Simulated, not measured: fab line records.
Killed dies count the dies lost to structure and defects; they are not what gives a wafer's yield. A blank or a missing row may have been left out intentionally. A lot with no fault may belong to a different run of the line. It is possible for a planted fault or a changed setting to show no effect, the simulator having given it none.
One fault seen from 2 desks -- flow sfq-line -- each desk holds nothing but its own numbers, with what lay behind them at the end

## AT THE TOOL OWNER'S DESK: litho-track-03
Per lot that ran on this tool, the mean of the sampled wafers carrying a number, from the tool's own readings at SFQ_TRILAYER_C5_LITHO_DEVELOP_153 (time 60 s). The brackets show how far a lot's mean lies from the usual mean; more than 4 standard deviations puts the lot out of limits, marked OUT.
Columns: A = chill-plate-temp-C at SFQ_TRILAYER_C5_LITHO_DEVELOP_153, usual 23.00 C; B = exhaust-pa at SFQ_TRILAYER_C5_LITHO_DEVELOP_153, usual 45.0 Pa
lot,first seen here,A,B
L642,day 71 12:52,22.92,45.1
This desk's finding: nothing out of limits on the one lot.

## AT THE METROLOGY DESK
What the gauges read for every lot (on any tool): the sampled wafers with a number, averaged. The brackets show how far a lot's mean lies from the usual mean; more than 4 standard deviations puts the lot out of limits, marked OUT.
Columns: A = I5_OVL at SFQ_I5_OVL_MEAS_936, usual 1 nm; B = C5_OVL at SFQ_C5_OVL_MEAS_937, usual 0 nm
lot,first seen here,A,B
L638,day 65 23:39,-2,2
L642,day 71 09:46,5,-2
L653,day 72 12:10,6,-
L654,day 72 15:47,7,-
L655,day 74 00:40,5,1
L658,day 76 10:16,-0,-6
This desk's finding: nothing out of limits on any of the 6 lots.

## TAKEN TOGETHER
Nothing out of limits was seen by the tool owner's desk.
Nothing out of limits was seen by the metrology desk.

## WHAT THE SIMULATOR HAD INSERTED
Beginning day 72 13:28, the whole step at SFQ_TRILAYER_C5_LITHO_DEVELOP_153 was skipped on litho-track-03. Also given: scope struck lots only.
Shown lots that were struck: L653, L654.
